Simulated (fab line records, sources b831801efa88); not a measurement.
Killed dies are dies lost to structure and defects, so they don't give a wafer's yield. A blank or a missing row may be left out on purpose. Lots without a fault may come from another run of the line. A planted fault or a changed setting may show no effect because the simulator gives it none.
Chamber matching | flow gf180mcu | GF_V5_ETCH_16 on rie_diel-04: 4 sister chambers
The step etches BARC in N2/H2. 20 wafers are shown with their chamber, then 10 later ones without.

WAFERS WITH THEIR CHAMBER
wafer  | chamber | drypump_motor_current_A (A) | oes_product_au (a.u.) | throttle_valve_pct (%)
L074.2 | 1       | 5.3                         | 0.862                 | 13.221
L074.5 | 0       | 5.0                         | 0.857                 | 13.228
L074.6 | 1       | 5.3                         | 0.858                 | 13.212
L075.3 | 0       | 5.0                         | 0.857                 | 13.232
L075.5 | 2       | 5.6                         | 0.863                 | 13.216
L075.6 | 3       | 5.8                         | 0.855                 | 13.218
L079.1 | 2       | 5.5                         | 0.856                 | 13.225
L079.2 | 1       | 5.4                         | 0.853                 | 13.220
L079.3 | 0       | 5.0                         | 0.858                 | 13.219
L079.4 | 3       | 5.8                         | 0.855                 | 13.223
L079.5 | 0       | 5.0                         | 0.860                 | 13.232
L079.6 | 3       | 5.8                         | 0.855                 | 13.210
L082.1 | 3       | 5.8                         | 0.856                 | 13.235
L082.2 | 1       | 5.4                         | 0.850                 | 13.236
L082.3 | 2       | 5.5                         | 0.854                 | 13.227
L082.4 | 3       | 5.8                         | 0.853                 | 13.239
L082.5 | 1       | 5.4                         | 0.859                 | 13.227
L082.6 | 2       | 5.5                         | 0.851                 | 13.227
L083.1 | 2       | 5.5                         | 0.858                 | 13.223
L083.2 | 3       | 5.8                         | 0.850                 | 13.232

SIGNATURES (means of the wafers above)
reading                 | chamber 0 | chamber 1 | chamber 2 | chamber 3 | scatter within a chamber
drypump_motor_current_A | 5.000     | 5.360     | 5.520     | 5.800     | 0.0354
oes_product_au          | 0.85800   | 0.85640   | 0.85640   | 0.85400   | 0.00357
throttle_valve_pct      | 13.22775  | 13.22320  | 13.22360  | 13.22617  | 0.0084
Rule: a wafer's distance from a chamber is the root of the sum, over the readings, of the square of ((its reading less the chamber's mean) divided by the reading's scatter). The wafer belongs to the nearest chamber; if the next one is less than 2 further off, it can't be placed. The scatter: the root of (the sum of the squares of (reading less its chamber's mean) over the shown wafers, divided by (wafers less chambers)).

WAFERS WITHOUT THEIR CHAMBER
wafer  | drypump_motor_current_A (A) | oes_product_au (a.u.) | throttle_valve_pct (%)
L083.6 | 5.5                         | 0.856                 | 13.222
L087.2 | 5.3                         | 0.853                 | 13.214
L087.3 | 5.7                         | 0.856                 | 13.228
L087.4 | 5.0                         | 0.854                 | 13.222
L092.1 | 5.4                         | 0.857                 | 13.225
L092.2 | 5.5                         | 0.853                 | 13.244
L092.3 | 5.8                         | 0.863                 | 13.210
L092.4 | 5.0                         | 0.862                 | 13.221
L092.5 | 5.4                         | 0.856                 | 13.216
L092.6 | 5.0                         | 0.850                 | 13.215

WHICH CHAMBER EACH WENT THROUGH
wafer  | from the rows above | in truth
L083.6 | 2                   | 2
L087.2 | 1                   | 1
L087.3 | 3                   | 3
L087.4 | 0                   | 0
L092.1 | 1                   | 1
L092.2 | 2                   | 2
L092.3 | 3                   | 3
L092.4 | 0                   | 0
L092.5 | 1                   | 1
L092.6 | 0                   | 0
Placed correctly: 10 of 10. Can't be placed from these rows: 0. Placed wrongly: 0.
